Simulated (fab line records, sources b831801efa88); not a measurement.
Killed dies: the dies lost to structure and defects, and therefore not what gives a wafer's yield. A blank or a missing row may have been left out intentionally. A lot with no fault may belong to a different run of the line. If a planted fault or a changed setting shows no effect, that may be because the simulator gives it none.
fab line records    flow sky130
record lots=11  wafers=33  lastDay=50
route steps=708 shown METAL4@633 METAL5@675 PASSIVATION@691 PAD_OPEN@708
lots that met no fault: taken from a fault-free run of the same line
startH: hours from the record's first day to the start of the lot's first wafer shown    waitH: time in hours since the lot's previous step    " the same as in the row above    L1.1+2: one row covering several wafers at once    - value missing, or start not given    * or withheld: withheld    < > ~ a bound
route shown NAME@n: NAME is a module with steps in the file, n the number in the route of the first one    usual: mean and standard deviation over wafers with no fault    same: alike in all rows    chamber/n: place in a boat    sites: each site's reading    _std_site: their standard deviation    _edge_site: inner sites' mean taken away from outer sites' mean    radiusMm: how far each site lies from the wafer's centre    mask NAME#n: copy n    behind: tool/chamber where the wafer was last shaped    hold: the reason the lot was held/the length of the hold in hours/how it ended    device: whichever transistor did not switch (one of n, p or np)    end of line: at the end of the route, the tests of the same wafers    step lacking rows: just its recipe    killed: at the first sort, the dies lost to defects and structure; wafer yield is something else    map: a wafer's dies, x killed, . not, _ none there
set.NAME: setting as actually run; set.NAME@STEP: the setting as run at that earlier step    model.NAME: the simulator's own value behind a step, which no gauge read
one table for each step of the route and one row for each wafer, over a sample of lots
services: a tool's chamber out of use, with start hour (startH, from the record's first day; less than 0 if before it), hours out, and reason
## steps
# step SKY_METAL4_ETCH_17
# recipe target=SiO2  stopOn=TiN  chemistry=C4F8/O2/Ar  sourceW=1500  biasW=1200  pressureMtorr=40  c4f8FlowSccm=withheld  O2_flow_sccm=6  Ar_flow_sccm=300  timeS=3.9  targetDepthA=150
# usual chamberPressureMTorr=40.00/0.033  oesProductAu=0.757/0.0079
lot.wafer  tool        chamber  startH   waitH  chamberPressureMTorr  oesProductAu  rfHoursCounterH
L958.1     rieDiel-04  3        975.34   0.1    40.05                 0.757         7
L958.2     "           2        "        "      40.03                 0.759         16
L958.5     "           0        "        "      40.01                 0.752         -
L960.1     rieDiel-04  1        993.69   0.1    39.98                 0.756         13
L960.3     "           2        "        "      40.05                 0.770         16
L960.4     "           3        "        "      39.97                 0.764         8
L961.2     rieDiel-03  2        997.89   0.1    40.01                 0.739         4
L961.5     "           3        "        "      39.97                 0.761         -
L961.6     "           2        "        "      40.01                 0.753         -
L962.2     rieDiel-04  3        1004.24  0.1    39.97                 0.766         8
L962.3     "           1        "        "      39.94                 0.752         14
L962.4     "           0        "        "      39.98                 0.759         12
L963.1     rieDiel-02  2        1015.19  0.1    40.02                 0.763         19
L963.2     "           3        "        "      40.05                 0.754         11
L963.4     "           1        "        "      40.02                 0.770         24
L964.3     rieDiel-03  2        1018.14  0.0    40.03                 0.754         5
L964.4     "           1        "        "      39.99                 0.755         4
L964.5     "           2        "        "      39.95                 0.767         -
L972.4     rieDiel-04  3        1073.34  0.0    39.98                 0.761         10
L972.5     "           0        "        "      40.02                 0.768         -
L972.6     "           3        "        "      40.05                 0.760         -
L974.3     rieDiel-02  2        1086.67  0.0    40.04                 0.748         21
L974.4     "           3        "        "      40.02                 0.759         13
L974.5     "           2        "        "      39.96                 0.756         -
L978.2     rieDiel-03  0        1121.82  0.1    39.98                 0.752         4
L978.3     "           1        "        "      39.93                 0.750         -
L978.5     "           1        "        "      39.95                 0.758         -
L980.1     rieDiel-04  2        1135.84  0.1    40.00                 0.760         21
L980.2     "           3        "        "      40.00                 0.777         12
L980.6     "           1        "        "      40.01                 0.768         -
L979.2     rieDiel-03  2        1139.42  0.1    39.97                 0.750         9
L979.4     "           1        "        "      39.98                 0.756         -
L979.6     "           2        "        "      40.00                 0.747         -
# step SKY_METAL5_DESCUM_14
# recipe chemistry=O2  sourcePowerW=150  biasPowerW=0  pressureMtorr=10  tempC=40  timeS=11
# usual chamberPressureMTorr=10.000/0.0085  drypumpMotorCurrentA=5.8/0.45  heBacksideLeakSccm=3.22/0.18  oesProductAu=1.002/0.012
lot.wafer  tool         chamber  startH   waitH  chamberPressureMTorr  drypumpMotorCurrentA  heBacksideLeakSccm  oesProductAu  rfHoursCounterH
L958.1     rieMetal-01  0        1024.47  0.1    10.008                5.2                   3.14                0.980         10
L958.2     "            0        "        "      10.004                5.2                   3.03                0.997         -
L958.5     "            0        "        "      10.011                5.2                   3.14                0.989         -
L960.1     rieMetal-04  0        1041.57  0.1    10.015                6.1                   3.28                1.018         16
L960.3     "            1        "        "      10.001                5.5                   3.03                0.995         -
L960.4     "            0        "        "      9.993                 6.1                   3.18                1.013         -
L961.2     rieMetal-04  0        1046.00  0.1    10.004                6.1                   3.40                1.022         17
L961.5     "            1        "        "      9.995                 5.5                   3.02                1.010         -
L961.6     "            0        "        "      9.984                 6.1                   3.22                1.017         -
L962.2     rieMetal-04  1        1051.78  0.1    9.991                 5.5                   3.34                1.002         5
L962.3     "            0        "        "      9.993                 6.1                   3.25                1.006         -
L962.4     "            1        "        "      10.012                5.5                   3.35                1.009         -
L963.1     rieMetal-01  0        1061.25  0.1    10.000                5.2                   3.08                0.985         13
L963.2     "            1        "        "      10.007                6.5                   3.18                1.000         17
L963.4     "            1        "        "      10.007                6.5                   3.28                1.000         -
L964.3     rieMetal-04  0        1064.86  0.1    10.005                6.1                   3.13                1.005         -
L964.4     "            1        "        "      9.994                 5.5                   3.30                1.007         -
L964.5     "            0        "        "      9.990                 6.1                   3.21                1.008         -
L972.4     rieMetal-01  1        1116.79  0.1    10.012                6.4                   3.02                1.005         -
L972.5     "            0        "        "      9.989                 5.2                   3.12                0.994         -
L972.6     "            1        "        "      10.001                6.4                   3.12                1.006         -
L974.3     rieMetal-04  0        1129.66  0.1    10.006                6.1                   3.58                0.986         -
L974.4     "            1        "        "      9.988                 5.5                   3.28                1.011         -
L974.5     "            0        "        "      9.998                 6.1                   3.36                0.997         -
L978.2     rieMetal-04  1        1162.43  0.1    10.006                5.5                   3.07                1.006         13
L978.3     "            0        "        "      10.002                6.1                   3.46                0.998         -
L978.5     "            0        "        "      10.002                6.1                   3.58                1.001         -
L980.1     rieMetal-04  0        1173.75  0.1    10.006                6.1                   3.35                0.995         28
L980.2     "            1        "        "      9.994                 5.5                   3.37                1.001         14
L980.6     "            0        "        "      10.008                6.1                   3.34                1.003         -
L979.2     rieMetal-01  1        1176.77  0.1    9.996                 6.5                   3.32                1.004         29
L979.4     "            1        "        "      10.017                6.5                   3.12                1.002         -
L979.6     "            1        "        "      10.003                6.5                   3.04                0.998         -
# step SKY_PASSIVATION_DEVELOP_10
# recipe developTimeS=60  devTempC=23
# usual developerTempC=23.00/0.11  exhaustPa=44.9/0.94  resistLineTempC=22.99/0.096
lot.wafer  tool           chamber  startH  waitH  developerTempC  exhaustPa  resistLineTempC
L958.1     lithoTrack-04  0        1048    -      23.02           44.5       23.05
L958.2     "              0        "       "      22.88           46.0       23.01
L958.5     "              0        "       "      22.94           44.7       23.26
L960.1     lithoTrack-02  0        1064    -      22.89           44.6       22.92
L960.3     "              0        "       "      22.90           43.9       22.86
L960.4     "              0        "       "      22.84           43.7       22.94
L961.2     lithoTrack-02  0        1067    -      23.07           45.1       23.04
L961.5     "              0        1068    -      22.87           44.4       22.87
L961.6     "              0        "       "      22.87           44.1       22.94
L962.2     lithoTrack-01  0        1074    -      22.87           44.0       22.91
L962.3     "              0        "       "      22.91           44.7       22.93
L962.4     "              0        "       "      23.07           43.8       23.16
L963.1     lithoTrack-02  0        1082    -      24.06           45.1       22.97
L963.2     "              0        "       "      23.85           44.3       23.13
L963.4     "              0        "       "      23.89           44.2       23.11
L964.3     lithoTrack-02  0        1086    -      23.92           45.9       22.84
L964.4     "              0        "       "      23.90           45.2       23.02
L964.5     "              0        "       "      23.97           47.0       23.00
L972.4     lithoTrack-04  0        1136    -      23.15           42.9       23.02
L972.5     "              0        "       "      23.08           44.4       22.89
L972.6     "              0        "       "      23.18           43.5       23.01
L974.3     lithoTrack-01  0        1148    -      22.82           45.2       23.01
L974.4     "              0        "       "      23.17           46.0       23.02
L974.5     "              0        "       "      22.87           45.5       23.02
L978.2     lithoTrack-01  0        1179    -      22.93           45.0       23.09
L978.3     "              0        "       "      22.95           44.4       23.09
L978.5     "              0        1180    -      22.85           44.8       22.79
L980.1     lithoTrack-02  0        1190    -      22.92           44.8       23.09
L980.2     "              0        "       "      23.00           45.9       22.98
L980.6     "              0        "       "      22.96           45.3       22.98
L979.2     lithoTrack-02  0        1194    -      23.06           45.1       22.97
L979.4     "              0        "       "      22.92           45.6       23.02
L979.6     "              0        "       "      23.03           46.5       23.08
# step SKY_PASSIVATION_STRIP_12
# recipe chemistry=O2/N2  powerW=1400  pressureMtorr=1500  platenTempC=withheld  overashFraction=0.7  o2FlowSccm=3000  n2FlowSccm=300
# usual chamberPressureMTorr=1500.0/1.4  drypumpMotorCurrentA=5.72/0.29  oesProductAu=0.661/0.0046  stripTimeToEndpointS=31.56/0.15
lot.wafer  tool            chamber  startH   waitH  chamberPressureMTorr  drypumpMotorCurrentA  oesProductAu  rfHoursCounterH  stripTimeToEndpointS
L958.1     plasmaAsher-02  1        1048.42  0.1    1502.3                5.48                  0.663         119              31.60
L958.2     "               0        "        "      1501.3                6.12                  0.660         119              31.61
L958.5     "               1        "        "      1500.6                5.49                  0.666         -                31.71
L960.1     plasmaAsher-01  1        1064.66  0.1    1499.0                5.33                  0.656         98               31.69
L960.3     "               1        "        "      1499.7                5.31                  0.657         -                31.45
L960.4     "               0        "        "      1499.7                5.75                  0.660         -                31.73
L961.2     plasmaAsher-02  0        1068.16  0.1    1500.4                6.12                  0.655         1                31.67
L961.5     "               0        "        "      1497.7                6.12                  0.664         -                31.57
L961.6     "               1        "        "      1497.4                5.47                  0.658         -                31.63
L962.2     plasmaAsher-04  1        1074.36  0.1    1498.7                5.96                  0.661         30               31.55
L962.3     "               0        "        "      1501.0                5.52                  0.666         -                31.52
L962.4     "               1        "        "      1500.6                5.96                  0.658         -                31.32
L963.1     plasmaAsher-02  0        1083.06  0.1    1500.8                6.12                  0.654         3                31.96
L963.2     "               1        "        "      1500.2                5.47                  0.660         3                31.57
L963.4     "               0        "        "      1498.7                6.12                  0.671         -                31.66
L964.3     plasmaAsher-02  1        1086.89  0.1    1499.3                5.48                  0.653         -                31.63
L964.4     "               0        "        "      1500.3                6.12                  0.658         -                31.47
L964.5     "               1        "        "      1499.9                5.48                  0.663         -                31.57
L972.4     plasmaAsher-04  1        1136.91  0.1    1500.1                5.96                  0.669         -                31.48
L972.5     "               1        "        "      1501.1                5.95                  0.664         -                31.51
L972.6     "               0        "        "      1499.8                5.51                  0.655         -                31.34
L974.3     plasmaAsher-02  0        1148.85  0.1    1499.3                6.11                  0.652         -                31.48
L974.4     "               1        "        "      1501.3                5.47                  0.655         -                31.51
L974.5     "               1        "        "      1497.4                5.49                  0.657         -                31.58
L978.2     plasmaAsher-02  0        1180.16  0.1    1501.9                6.13                  0.660         12               31.52
L978.3     "               1        "        "      1500.5                5.47                  0.662         -                31.62
L978.5     "               0        "        "      1498.4                6.13                  0.657         -                31.57
L980.1     plasmaAsher-01  0        1190.31  0.1    1499.2                5.77                  0.663         108              31.39
L980.2     "               1        "        "      1502.0                5.31                  0.658         108              31.50
L980.6     "               0        "        "      1499.5                5.77                  0.662         -                31.52
L979.2     plasmaAsher-02  1        1194.71  0.1    1500.9                5.48                  0.662         14               31.53
L979.4     "               1        "        "      1499.1                5.48                  0.657         -                31.52
L979.6     "               0        "        "      1499.2                6.13                  0.651         -                31.55
# step SKY_PAD_OPEN_PROBE_99
# usual defectLimitedYield=82.8/2.1  killed_at_M0_to_M3=42/6.6  killed_at_M4_up=3.1/1.9  killedAtContacts=24/5.6  killedAtFrontEnd=15/4.8  killedAtOther=0.3/0.48  killedDies=84/10  killedOpen=47/6.8  killedShort=37/6.8  sort_bin_3_pad_short=0.9/0.48  sort_bin_5_function=10.1/1.4  sort_bin_6_memory=6.2/1.2  sort_bin_8_speed=0.00/0.017  sortNPass=408/10  sortYieldPct=82.8/2.1
# same grossDies=492  killedAtBackSide=0  sort_bin_4_leakage[%]=0
lot.wafer  tool       chamber  startH   waitH  defectLimitedYield[%]  killed_at_M0_to_M3  killed_at_M4_up  killedAtContacts  killedAtFrontEnd  killedAtOther  killedDies  killedOpen  killedShort  sort_bin_3_pad_short[%]  sort_bin_5_function[%]  sort_bin_6_memory[%]  sort_bin_8_speed[%]  sortNPass  sortYieldPct[%]
L962.2     prober-01  -        1097.68  0.1    80.5                   44                  4                27                21                0              96          56          40           0.4                      11.6                    7.5                   0                    396        80.5
L962.3     prober-01  -        1097.73  0.2    81.7                   44                  3                24                19                0              90          61          29           0.8                      10.6                    6.9                   0                    402        81.7
L962.4     prober-01  -        1097.78  0.2    81.3                   42                  4                24                22                0              92          55          37           0.4                      10.6                    7.7                   0                    400        81.3
L963.1     prober-02  -        1106.63  0.1    82.1                   47                  3                18                20                0              88          52          36           1.0                      10.4                    6.5                   0                    404        82.1
L963.2     prober-02  -        1106.68  0.1    86.4                   25                  3                28                11                0              67          47          20           0                        8.3                     5.3                   0                    425        86.4
L963.4     prober-02  -        1106.78  0.2    82.5                   40                  3                25                18                0              86          44          42           1.0                      9.3                     7.1                   0                    406        82.5
L964.3     prober-01  -        1109.58  0.2    78.3                   53                  1                33                20                0              107         68          39           0.6                      13.4                    7.7                   0                    385        78.3
L964.4     prober-01  -        1109.63  0.2    77.8                   43                  9                35                21                1              109         60          49           1.6                      12.6                    7.9                   0                    383        77.8
L964.5     prober-01  -        1109.68  0.2    79.5                   54                  1                23                22                1              101         57          44           1.2                      10.8                    8.5                   0                    391        79.5
L972.4     prober-01  -        1157.61  0.2    82.3                   46                  2                26                13                0              87          48          39           1.4                      10.0                    6.3                   0                    405        82.3
L972.5     prober-01  -        1157.66  0.2    83.9                   43                  0                29                7                 0              79          44          35           0.6                      10.0                    5.5                   0                    413        83.9
L972.6     prober-01  -        1157.71  0.2    84.1                   31                  4                25                18                0              78          52          26           0.4                      10.2                    5.3                   0                    414        84.1
L980.1     prober-01  -        1205.10  0.1    78.7                   54                  4                25                21                1              105         47          58           1.0                      13.0                    7.3                   0                    387        78.7
L980.2     prober-01  -        1205.15  0.1    78.3                   58                  3                35                11                0              107         59          47           2.0                      11.6                    8.1                   0                    385        78.3
L980.6     prober-01  -        1205.35  0.2    83.3                   39                  5                23                15                0              82          48          34           0.2                      10.4                    6.1                   0                    410        83.3
L979.2     prober-01  -        1209.35  0.1    81.7                   46                  4                34                6                 0              90          54          36           0.6                      11.4                    6.3                   0                    402        81.7
L979.4     prober-01  -        1209.45  0.2    84.8                   47                  3                8                 17                0              75          39          36           1.2                      8.9                     5.1                   0                    417        84.8
L979.6     prober-01  -        1209.55  0.2    84.3                   38                  3                20                16                0              77          41          36           1.8                      7.1                     6.7                   0                    415        84.3
# killed by level:class
L962.2 CONTACT:geometricParticle:open=12 VIA1:geometricParticle:open=11 VIA3:geometricParticle:open=6 POLY_GATE:geometricParticle:open=6 FIELD_ISO:geometricParticle:short=5 LI_CONTACT:geometricParticle:open=5 LOCAL_INTERCONNECT:geometricParticle:short=5 METAL1:geometricParticle:short=5
L962.3 LI_CONTACT:geometricParticle:open=12 VIA1:geometricParticle:open=9 VIA2:geometricParticle:open=9 POLY_GATE:geometricParticle:short=6 METAL2:geometricParticle:short=6 VIA3:geometricParticle:open=5 POLY_GATE:geometricParticle:open=4 SPACER:geometricParticle:open=4
L962.4 LI_CONTACT:geometricParticle:open=11 VIA1:geometricParticle:open=10 POLY_GATE:geometricParticle:short=7 VIA2:geometricParticle:open=6 VIA3:geometricParticle:open=6 FIELD_ISO:geometricParticle:open=5 POLY_GATE:geometricParticle:open=5 CONTACT:geometricParticle:open=5
L963.1 VIA1:geometricParticle:open=15 POLY_GATE:geometricParticle:open=8 VIA2:geometricParticle:open=6 LI_CONTACT:geometricParticle:open=6 LOCAL_INTERCONNECT:geometricParticle:short=5 VIA1:geometricParticle:short=5 METAL2:geometricParticle:short=5 CONTACT:geometricParticle:open=4
L963.2 CONTACT:geometricParticle:open=11 LI_CONTACT:geometricParticle:open=9 VIA1:geometricParticle:open=8 METAL2:geometricParticle:short=5 VIA3:geometricParticle:open=3 POLY_GATE:geometricParticle:open=3 SPACER:geometricParticle:open=3 METAL2:geometricParticle:open=3
L963.4 CONTACT:geometricParticle:open=8 VIA1:geometricParticle:open=8 FIELD_ISO:geometricParticle:open=6 METAL2:geometricParticle:short=6 VIA2:geometricParticle:open=6 VIA3:geometricParticle:short=6 LOCAL_INTERCONNECT:geometricParticle:short=5 CONTACT:geometricParticle:short=5
L964.3 VIA3:geometricParticle:open=13 VIA2:geometricParticle:open=12 LI_CONTACT:geometricParticle:open=11 CONTACT:geometricParticle:open=10 VIA1:geometricParticle:open=8 FIELD_ISO:geometricParticle:open=5 CONTACT:geometricParticle:short=5 VIA1:geometricParticle:short=5
L964.4 CONTACT:geometricParticle:open=13 VIA1:geometricParticle:open=12 LI_CONTACT:geometricParticle:open=9 LOCAL_INTERCONNECT:geometricParticle:short=7 VIA2:geometricParticle:open=7 FIELD_ISO:geometricParticle:short=6 VIA1:geometricParticle:short=5 METAL4:geometricParticle:short=5
L964.5 VIA1:geometricParticle:open=14 VIA2:geometricParticle:open=9 VIA1:geometricParticle:short=8 METAL2:geometricParticle:short=8 POLY_GATE:geometricParticle:open=7 LI_CONTACT:geometricParticle:open=7 LOCAL_INTERCONNECT:geometricParticle:short=7 CONTACT:geometricParticle:open=6
L972.4 VIA1:geometricParticle:open=11 LI_CONTACT:geometricParticle:open=9 CONTACT:geometricParticle:open=8 VIA3:geometricParticle:open=7 LI_CONTACT:geometricParticle:short=6 VIA2:geometricParticle:open=6 POLY_GATE:geometricParticle:short=5 VIA1:geometricParticle:short=5
L972.5 VIA1:geometricParticle:open=12 CONTACT:geometricParticle:open=11 VIA2:geometricParticle:open=6 METAL2:geometricParticle:short=6 LI_CONTACT:geometricParticle:open=5 LOCAL_INTERCONNECT:geometricParticle:short=5 LI_CONTACT:geometricParticle:short=4 CONTACT:geometricParticle:short=4
L972.6 LI_CONTACT:geometricParticle:open=11 CONTACT:geometricParticle:open=8 POLY_GATE:geometricParticle:open=7 VIA1:geometricParticle:open=7 METAL1:geometricParticle:short=6 VIA2:geometricParticle:open=5 VIA3:geometricParticle:open=5 VIA1:geometricParticle:short=4
L980.1 VIA1:geometricParticle:open=13 METAL2:geometricParticle:short=9 CONTACT:geometricParticle:short=7 FIELD_ISO:geometricParticle:short=6 VIA3:geometricParticle:short=6 VIA1:geometricParticle:short=6 VIA3:geometricParticle:open=6 VIA2:geometricParticle:open=5
L980.2 VIA1:geometricParticle:open=15 CONTACT:geometricParticle:open=12 VIA3:geometricParticle:open=10 METAL2:geometricParticle:short=9 LI_CONTACT:geometricParticle:open=7 CONTACT:geometricParticle:short=7 VIA2:geometricParticle:open=7 LOCAL_INTERCONNECT:geometricParticle:short=5
L980.6 VIA1:geometricParticle:open=10 VIA3:geometricParticle:open=8 CONTACT:geometricParticle:open=7 LI_CONTACT:geometricParticle:open=6 POLY_GATE:geometricParticle:short=5 VIA1:geometricParticle:short=4 CONTACT:geometricParticle:short=4 VIA2:geometricParticle:short=4
L979.2 CONTACT:geometricParticle:open=14 VIA1:geometricParticle:open=14 LI_CONTACT:geometricParticle:open=6 METAL2:geometricParticle:short=6 VIA2:geometricParticle:open=5 LOCAL_INTERCONNECT:geometricParticle:short=5 VIA3:geometricParticle:open=5 CONTACT:geometricParticle:short=5
L979.4 VIA1:geometricParticle:open=8 VIA1:geometricParticle:short=8 VIA2:geometricParticle:open=7 POLY_GATE:geometricParticle:short=5 LI_CONTACT:geometricParticle:open=5 FIELD_ISO:geometricParticle:open=4 VIA3:geometricParticle:open=4 VIA3:geometricParticle:short=4
L979.6 LI_CONTACT:geometricParticle:open=9 POLY_GATE:geometricParticle:short=6 CONTACT:geometricParticle:open=6 METAL1:geometricParticle:short=6 VIA3:geometricParticle:open=6 FIELD_ISO:geometricParticle:open=5 VIA1:geometricParticle:open=5 METAL1:geometricParticle:open=4
## services
tool            chamber  startH   hours  kind
rieDiel-03      2        952.07   2.4    repair
plasmaAsher-04  -        975.69   2.8    pm
rieMetal-04     -        1007.21  0.1    repair
rieDiel-03      -        1011.34  2.8    pm
rieMetal-04     -        1016.42  0.6    repair
rieDiel-02      2        1019.04  7.8    repair
rieMetal-01     1        1020.24  4.8    repair
rieDiel-03      3        1042.91  7.6    repair
rieDiel-04      0        1049.16  8.0    repair
plasmaAsher-02  -        1055.25  9.0    pm
plasmaAsher-02  -        1060.22  4.8    repair
rieDiel-03      2        1073.28  1.7    repair
rieDiel-03      3        1074.82  2.4    repair
rieMetal-04     1        1077.22  13.2   repair
rieMetal-01     0        1089.95  14.9   repair
rieDiel-03      3        1115.40  23.0   repair
rieMetal-04     -        1119.64  2.8    pm
rieDiel-03      2        1121.10  2.8    repair
plasmaAsher-02  -        1132.77  4.9    repair
rieDiel-04      -        1161.43  0.3    repair
rieDiel-04      2        1162.09  3.8    repair
rieMetal-04     1        1177.67  2.6    repair
rieMetal-04     -        1181.76  0.9    repair
rieMetal-04     0        1184.63  3.1    repair
## key
firstSign step=SKY_PASSIVATION_DEVELOP_10  reading=developerTempC  direction=up  sigmas=8.4  usual=*  struck=*
effect none on later readings
metAt SKY_PASSIVATION_DEVELOP_10
struckLots L963,L964
notActingAt SKY_METAL4_ETCH_17,SKY_METAL5_DESCUM_14,SKY_PASSIVATION_STRIP_12
onsetBetween 1067 1082
fault kind=processParameterDrift  tool=lithoTrack-02  chamber=-  onsetH=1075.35  steps=SKY_PASSIVATION_DEVELOP_10  channel=devTempC  offset=*  shape=step  endH=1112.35  actsIn=*  stated=*
